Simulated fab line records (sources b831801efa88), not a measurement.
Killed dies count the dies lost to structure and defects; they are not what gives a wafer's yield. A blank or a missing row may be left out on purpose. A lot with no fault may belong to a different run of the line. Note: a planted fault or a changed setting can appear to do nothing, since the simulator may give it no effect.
One fault through the eyes of 2 desks    flow sky130    numbers are kept per desk, each desk with only its own; the story behind them comes last

## METROLOGY DESK
What the gauges read, lot by lot, whatever tool the lot ran on: means of the sampled wafers that have a number. If a lot's mean is further than 4 standard deviations from the usual mean, the lot is out of limits and carries the mark OUT (the distance appears in the brackets).
Columns: A = VT_ADJUST_LVTN_2_TW at SKY_VT_ADJUST_LVTN_TW_MEAS_21, usual 189.0; B = VT_ADJUST_PCH_TW at SKY_VT_ADJUST_PCH_TW_MEAS_10, usual 143.1; C = POLY_GATE_CVD_00_THK at SKY_POLY_GATE_THK_MEAS_01, usual 179.8 nm
lot   first seen here  A      B      C
L201  day 7 18:11      190.7  144.8  178.5
L204  day 8 13:25      190.3  143.6  180.4
L205  day 8 23:58      190.3  144.2  176.1
L206  day 9 02:50      191.4  143.6  181.0
L207  day 9 09:08      190.5  143.8  176.7
L208  day 9 17:28      188.6  141.4  180.5
L210  day 10 09:55     190.5  143.0  292.1 (+59) OUT
L211  day 10 19:23     187.4  143.8  293.2 (+60) OUT
L220  day 13 03:39     189.2  141.3  180.9
L222  day 13 16:32     189.5  143.6  183.3
L223  day 13 22:11     188.8  143.2  179.9
L224  day 14 15:13     189.1  143.8  182.2
This desk reports L210, L211 out of limits; the earliest was L210 at day 17 09:50 (POLY_GATE_CVD_00_THK at SKY_POLY_GATE_THK_MEAS_01). L201, L204, L205, L206, L207, L208, L220, L222, L223, L224: within limits.

## DESK OF THE TOOL OWNER: lpcvd-01
The tool's own readings at SKY_POLY_GATE_CVD_00 (deposits poly-Si, target thk 180 nm, time 720 s): means of the sampled wafers that have a number, for each lot that ran on this tool. If a lot's mean is further than 4 standard deviations from the usual mean, the lot is out of limits and carries the mark OUT (the distance appears in the brackets).
Columns: A = spike_tc_bottom_C at SKY_POLY_GATE_CVD_00, usual 642.8 C; B = spike_tc_top_C at SKY_POLY_GATE_CVD_00, usual 634.0 C
lot   first seen here  A      B
L201  day 13 23:45     640.0  635.2
L204  day 14 21:47     644.4  633.3
L205  day 15 09:11     643.7  633.7
L206  day 15 13:45     644.2  633.9
L207  day 16 04:25     643.1  633.4
L208  day 16 08:58     643.7  633.8
L210  day 17 08:38     644.3  633.0
L211  day 17 23:15     640.4  635.2
L220  day 20 23:00     640.2  634.3
L222  day 21 14:16     639.6  634.8
L223  day 21 18:23     644.4  633.2
L224  day 22 11:01     643.9  633.3
This desk's finding: nothing out of limits on any of the 12 lots.

## TAKEN TOGETHER
At day 17 09:50 the metrology desk could have sounded an alarm, on L210, L211.
Nothing out of limits was seen by the tool owner's desk.
Tool owner's desk: L210, L211 on record, inside its limits.
SKY_POLY_GATE_CVD_00 was run on lpcvd-01 by each of the lots named.

## WHAT HAD BEEN PUT IN BY THE SIMULATOR
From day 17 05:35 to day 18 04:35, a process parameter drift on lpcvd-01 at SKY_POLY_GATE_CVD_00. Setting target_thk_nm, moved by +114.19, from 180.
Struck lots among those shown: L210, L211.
Hours from the fault's start to each desk's first reading out of limits: the metrology desk, 4.
